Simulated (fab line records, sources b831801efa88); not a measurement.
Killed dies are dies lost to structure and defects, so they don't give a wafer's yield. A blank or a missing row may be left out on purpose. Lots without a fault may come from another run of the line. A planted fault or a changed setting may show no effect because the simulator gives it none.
fab line records | flow gf180mcu
record lots=12 wafers=36 last_day=33
route steps=602 shown CONTACT@313 M1@316 V1@346
lots that met no fault: from a run of the same line without faults
start_h: hours from the record's first day to the start of the lot's first wafer shown | wait_h: hours since the lot's step before | " the same as in the row above | L1.1+2: a row that stands for several wafers | - no value, or no start given | * or withheld: withheld | < > ~ a bound
route shown NAME@n: a module of which the file shows steps, and the number in the route of the first | usual: mean/standard deviation of fault-free wafers | same: alike in all rows | chamber/n: place in a boat | sites: the reading at each site | _std_site: their standard deviation | _edge_site: outer sites' mean less inner sites' | radius_mm: how far each site lies from the wafer's centre | mask NAME#n: copy n | behind: the tool/chamber that last shaped the wafer | hold: why the lot was held/for how many hours/how that ended | device: the transistor (n, p or np) that didn't switch | end of line: the same wafers' tests at the end of the route | a step without rows: its recipe alone | killed: dies lost to structure and defects at the first sort, not the wafer's yield | map: a wafer's dies, x killed, . not, _ none there
set.NAME: the setting as run; set.NAME@STEP: as run at that earlier step | model.NAME: the simulator's own value behind a step, which no gauge read
steps of the route over a sample of lots; a table a step, a row a wafer
services: from which hour (start_h, from the record's first day; less than 0 if before it) a tool's chamber was out of use, for how many hours, and why
## steps
# step GF_CONTACT_THK_MEAS_26
# recipe thk_meas_gauge=xrf reads=W_of_CONTACT_CVD_24
# usual CONTACT_W_THK=302/6.4
# columns lot.wafer tool chamber start_h wait_h CONTACT_W_THK[nm]
L411.1 film_metro-02 - 366.70 0.1 308
L411.2 " - " " 303
L411.6 " - " " 308
L412.2 film_metro-04 - 370.26 0.1 318
L412.5 " - " " 316
L412.6 " - " " 316
L413.3 film_metro-02 - 380.78 0.1 307
L413.4 " - " " 300
L413.6 " - " " 309
L414.2 film_metro-03 - 390.51 0.1 296
L414.5 " - " " 293
L414.6 " - " " 299
L415.1 film_metro-02 - 398.20 0.1 292
L415.2 " - " " 294
L415.5 " - " " 292
L416.1 film_metro-03 - 408.60 0.1 299
L416.2 " - " " 295
L416.5 " - " " 302
L417.3 film_metro-03 - 422.47 0.1 310
L417.4 " - " " 299
L417.5 " - " " 312
L425.2 film_metro-04 - 485.76 0.1 314
L425.3 " - " " 303
L425.6 " - " " 309
L424.1 film_metro-03 - 489.03 0.1 303
L424.3 " - " " 301
L424.4 " - " " 304
L426.2 film_metro-03 - 501.61 0.1 301
L426.4 " - " " 297
L426.5 " - " " 297
L429.2 film_metro-02 - 523.38 0.1 308
L429.5 " - " " 313
L429.6 " - " " 298
L430.1 film_metro-03 - 530.70 0.1 313
L430.2 " - " " 304
L430.5 " - " " 316
# step GF_M1_SPUTTER_01
# recipe material=TiN target_thk_nm=30 power_w=6500 time_s=25 chamber_pressure_pa=0.4
# usual throttle_valve_pct=29.5/0.94
# columns lot.wafer tool chamber start_h wait_h throttle_valve_pct
L411.1 pvd_sputter-01 - 367.16 0.1 28.7
L411.2 " - " " 30.9
L411.6 " - " " 28.9
L412.2 pvd_sputter-03 - 371.04 0.1 30.0
L412.5 " - " " 29.4
L412.6 " - " " 29.2
L413.3 pvd_sputter-01 - 381.22 0.1 31.2
L413.4 " - " " 30.4
L413.6 " - " " 30.3
L414.2 pvd_sputter-03 - 391.16 0.1 29.9
L414.5 " - " " 29.8
L414.6 " - " " 30.0
L415.1 pvd_sputter-01 - 398.76 0.1 30.3
L415.2 " - " " 28.7
L415.5 " - " " 30.7
L416.1 pvd_sputter-02 - 409.06 0.1 30.5
L416.2 " - " " 27.7
L416.5 " - " " 30.6
L417.3 pvd_sputter-03 - 422.94 0.1 29.2
L417.4 " - " " 30.2
L417.5 " - " " 29.5
L425.2 pvd_sputter-01 - 486.21 0.1 28.6
L425.3 " - " " 30.4
L425.6 " - " " 28.9
L424.1 pvd_sputter-03 - 489.49 0.1 29.0
L424.3 " - " " 29.7
L424.4 " - " " 30.2
L426.2 pvd_sputter-01 - 502.06 0.1 28.8
L426.4 " - " " 30.3
L426.5 " - " " 28.8
L429.2 pvd_sputter-02 - 531.56 0.1 27.5
L429.5 " - " " 30.6
L429.6 " - " " 28.8
L430.1 pvd_sputter-03 - 533.06 0.1 29.0
L430.2 " - " " 29.3
L430.5 " - " " 29.2
# step GF_M1_METAL_ETCH_16
# recipe chemistry=Cl2/BCl3 mask_material=KrF target_depth_nm=750.8 stop_on=SiO2 pressure_mtorr=8 icp_w=800 bias_w=140 Cl2_flow_sccm=80 bcl3_flow_sccm=40 time_s=125.1
# usual bias_w=140.0/0.4 drypump_motor_current_A=5.90/0.24 oes_product_au=0.989/0.005 throttle_valve_pct=28.232/0.0092
# columns lot.wafer tool chamber start_h wait_h bias_w drypump_motor_current_A oes_product_au rf_hours_counter_h throttle_valve_pct
L411.1 rie_metal-03 1 389.72 0.0 139.8 5.65 0.987 3.4 28.232
L411.2 " 0 " " 140.0 5.98 0.976 2.3 28.231
L411.6 " 0 " " 139.7 5.94 0.989 - 28.234
L412.2 rie_metal-04 0 394.30 0.0 139.8 5.82 0.999 5.7 28.231
L412.5 " 0 " " 140.5 5.78 0.991 - 28.233
L412.6 " 1 " " 139.7 5.93 0.984 - 28.226
L413.3 rie_metal-03 1 404.60 0.1 140.9 5.64 0.995 - 28.219
L413.4 " 0 " " 140.4 5.95 0.984 - 28.239
L413.6 " 1 " " 139.8 5.67 0.995 - 28.222
L414.2 rie_metal-04 1 414.42 0.0 140.5 5.93 0.988 1.1 28.234
L414.5 " 0 " " 139.9 5.80 0.992 - 28.258
L414.6 " 1 " " 140.1 5.94 0.989 - 28.224
L415.1 rie_metal-04 1 422.12 0.0 140.2 5.91 0.986 1.2 28.245
L415.2 " 0 " " 140.1 5.81 0.992 6.3 28.218
L415.5 " 1 " " 140.1 5.91 0.999 - 28.213
L416.1 rie_metal-02 0 432.80 0.0 140.1 6.43 0.995 9.7 28.229
L416.2 " 0 " " 140.7 6.38 0.997 - 28.231
L416.5 " 0 " " 140.4 6.43 0.990 - 28.234
L417.3 rie_metal-03 0 447.60 0.1 139.2 5.95 0.992 - 28.243
L417.4 " 1 " " 139.5 5.66 0.987 - 28.225
L417.5 " 1 " " 139.2 5.62 0.985 - 28.244
L425.2 rie_metal-02 1 509.71 0.0 139.6 5.85 0.997 10.9 28.231
L425.3 " 1 " " 139.7 5.82 0.988 - 28.221
L425.6 " 0 " " 140.0 6.43 0.979 - 28.233
L424.1 rie_metal-04 1 512.72 0.0 140.1 5.92 0.983 3.2 28.213
L424.3 " 0 " " 139.9 5.81 0.994 - 28.244
L424.4 " 1 " " 140.4 5.94 0.989 - 28.238
L426.2 rie_metal-03 0 525.72 0.0 139.8 5.93 0.985 5.0 28.237
L426.4 " 1 " " 140.0 5.66 0.983 - 28.234
L426.5 " 0 " " 139.6 5.93 0.984 - 28.231
L429.2 rie_metal-03 0 553.72 0.0 140.2 5.95 0.990 5.3 28.236
L429.5 " 0 " " 139.6 5.93 0.988 - 28.241
L429.6 " 1 " " 140.2 5.64 0.987 - 28.225
L430.1 rie_metal-03 1 556.05 0.0 139.6 5.65 0.990 6.9 28.239
L430.2 " 0 " " 140.5 5.96 0.988 5.4 28.223
L430.5 " 0 " " 140.6 5.96 0.985 - 28.227
# step GF_V1_EXPOSE_11
# recipe mask_id=Via1 target_cd_nm=260 na=0.68 source_shape=conventional sigma_outer=0.6 dose_mj=38
# usual stage_vel_mm_s=500.04/0.27
# same na=0.68
# columns lot.wafer tool chamber start_h wait_h mask stage_vel_mm_s
L411.1 krf_scanner-01 0 402.81 - Via1#0 500.58
L411.2 " 0 " " Via1#0 500.18
L411.6 " 0 " " Via1#0 499.93
L412.2 krf_scanner-02 0 408.17 - Via1#0 500.24
L412.5 " 0 " " Via1#0 499.71
L412.6 " 0 " " Via1#0 499.93
L413.3 krf_scanner-02 0 418.00 - Via1#0 499.68
L413.4 " 0 " " Via1#0 499.80
L413.6 " 0 " " Via1#0 499.69
L414.2 krf_scanner-02 0 427.73 - Via1#0 499.88
L414.5 " 0 " " Via1#0 500.05
L414.6 " 0 " " Via1#0 499.78
L415.1 krf_scanner-02 0 436.25 - Via1#0 499.90
L415.2 " 0 " " Via1#0 500.18
L415.5 " 0 " " Via1#0 500.15
L416.1 krf_scanner-02 0 446.45 - Via1#0 499.90
L416.2 " 0 " " Via1#0 499.59
L416.5 " 0 " " Via1#0 499.54
L417.3 krf_scanner-01 0 461.98 - Via1#0 499.66
L417.4 " 0 " " Via1#0 499.69
L417.5 " 0 " " Via1#0 500.40
L425.2 krf_scanner-01 0 523.20 - Via1#0 499.95
L425.3 " 0 " " Via1#0 499.68
L425.6 " 0 " " Via1#0 499.59
L424.1 krf_scanner-01 0 526.01 - Via1#0 500.72
L424.3 " 0 " " Via1#0 500.60
L424.4 " 0 " " Via1#0 500.62
L426.2 krf_scanner-02 0 542.41 - Via1#0 500.02
L426.4 " 0 " " Via1#0 500.21
L426.5 " 0 " " Via1#0 499.81
L429.2 krf_scanner-02 0 565.24 - Via1#0 500.40
L429.5 " 0 " " Via1#0 499.97
L429.6 " 0 " " Via1#0 500.13
L430.1 krf_scanner-02 0 567.81 - Via1#0 499.98
L430.2 " 0 " " Via1#0 500.58
L430.5 " 0 " " Via1#0 499.73
# step GF_V1_OVL_MEAS_15
# usual V1_OVL=3/5.1
# columns lot.wafer tool chamber start_h wait_h V1_OVL[nm]
L411.1 overlay-01 - 414.48 0.1 1
L411.2 " - " " 8
L411.6 " - " " 4
L412.2 overlay-02 - 419.84 0.1 3
L412.5 " - " " 10
L412.6 " - " " 4
L413.3 overlay-01 - 429.90 0.1 5
L413.4 " - " " 8
L413.6 " - " " 4
L414.2 overlay-02 - 440.18 0.1 3
L414.5 " - " " 9
L414.6 " - " " 7
L415.1 overlay-01 - 448.47 0.1 8
L415.2 " - " " -1
L415.5 " - " " 7
L416.1 overlay-02 - 458.36 0.1 6
L416.2 " - " " 6
L416.5 " - " " 4
L417.3 overlay-01 - 473.53 0.1 -4
L417.4 " - " " 1
L417.5 " - " " -3
L425.2 overlay-02 - 533.74 0.1 37
L425.3 " - " " 45
L425.6 " - " " 40
L424.1 overlay-01 - 536.08 0.1 45
L424.3 " - " " 43
L424.4 " - " " 40
L426.2 overlay-01 - 554.38 0.1 3
L426.4 " - " " 0
L426.5 " - " " 4
L429.2 overlay-02 - 576.87 0.1 5
L429.5 " - " " 6
L429.6 " - " " 4
L430.1 overlay-02 - 579.12 0.1 -10
L430.2 " - " " -1
L430.5 " - " " 0
## services
# columns tool chamber start_h hours kind
rie_metal-03 - 346.67 14.6 pm
pvd_sputter-02 - 356.47 5.4 repair
krf_scanner-02 - 358.77 1.3 pm
krf_scanner-01 - 370.66 0.3 repair
krf_scanner-01 - 373.84 4.4 pm
pvd_sputter-02 - 377.59 3.9 repair
krf_scanner-01 - 378.27 0.8 pm
krf_scanner-01 - 382.39 0.5 repair
krf_scanner-01 - 384.64 0.7 repair
krf_scanner-02 - 388.24 1.0 pm
pvd_sputter-01 - 399.13 13.1 repair
pvd_sputter-02 - 403.85 1.4 repair
krf_scanner-01 - 408.63 19.3 repair
krf_scanner-01 - 427.94 1.0 pm
krf_scanner-01 - 432.48 7.6 repair
krf_scanner-01 - 434.69 2.0 repair
krf_scanner-01 - 460.24 0.8 pm
krf_scanner-02 - 490.82 0.8 pm
krf_scanner-01 - 499.18 1.3 pm
rie_metal-04 1 513.85 3.3 repair
rie_metal-03 0 534.32 3.7 repair
krf_scanner-02 - 534.67 1.3 pm
rie_metal-04 1 546.76 6.7 repair
krf_scanner-02 - 557.24 1.0 pm
## key
first_sign step=GF_V1_OVL_MEAS_15 reading=V1_OVL direction=up sigmas=7.7 usual=3 struck=42
effect none on later readings
met_at GF_V1_EXPOSE_11
struck_lots L424,L425
not_acting_at GF_CONTACT_THK_MEAS_26,GF_M1_SPUTTER_01,GF_M1_METAL_ETCH_16
onset_between 461.98 523.20
fault kind=scanner_matching_overlay tool=krf_scanner-01 chamber=- onset_h=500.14 steps=GF_V1_EXPOSE_11 offset=37.007
